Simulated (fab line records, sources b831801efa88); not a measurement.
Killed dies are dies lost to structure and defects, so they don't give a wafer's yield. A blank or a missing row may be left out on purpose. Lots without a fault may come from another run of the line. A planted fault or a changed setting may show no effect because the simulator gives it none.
Chamber matching | flow gf180mcu | GF_CONTACT_ETCH_16 on rie_diel-02: 4 sister chambers
The step etches BARC in N2/H2. 8 wafers are shown with their chamber, then 7 later ones without.

WAFERS WITH THEIR CHAMBER
wafer  | chamber | oes_product_au (a.u.) | throttle_valve_pct (%)
L255.2 | 1       | 0.861                 | 13.246
L256.3 | 1       | 0.854                 | 13.217
L256.5 | 0       | 0.850                 | 13.236
L258.1 | 2       | 0.860                 | 13.235
L258.2 | 3       | 0.848                 | 13.208
L258.4 | 0       | 0.854                 | 13.231
L260.1 | 3       | 0.854                 | 13.225
L260.2 | 2       | 0.846                 | 13.225

WAFERS WITHOUT THEIR CHAMBER
wafer  | oes_product_au (a.u.) | throttle_valve_pct (%)
L260.5 | 0.859                 | 13.230
L263.4 | 0.859                 | 13.235
L263.5 | 0.853                 | 13.229
L263.6 | 0.862                 | 13.220
L264.2 | 0.860                 | 13.221
L264.3 | 0.861                 | 13.220
L264.4 | 0.863                 | 13.230

WHICH CHAMBER EACH WENT THROUGH
wafer  | from the rows above               | in truth
L260.5 | can't be placed: 1 or 2 or 0 or 3 | 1
L263.4 | can't be placed: 1 or 2 or 0 or 3 | 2
L263.5 | can't be placed: 2 or 0 or 1 or 3 | 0
L263.6 | can't be placed: 1 or 2 or 3 or 0 | 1
L264.2 | can't be placed: 1 or 2 or 3 or 0 | 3
L264.3 | can't be placed: 1 or 2 or 3 or 0 | 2
L264.4 | can't be placed: 1 or 2 or 0 or 3 | 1
Placed correctly: 0 of 7. Can't be placed from these rows: 7 (the true chamber is among the candidates in 7). Placed wrongly: 0.
How it was worked out, from the rows above alone: a wafer's distance from a chamber is the root of the sum, over the readings, of the square of ((its reading less the chamber's mean) divided by the reading's scatter). The wafer belongs to the nearest chamber; if the next one is less than 2 further off, it can't be placed. A chamber's mean is the mean of its shown wafers. The scatter: the root of (the sum of the squares of (reading less its chamber's mean) over the shown wafers, divided by (wafers less chambers)).
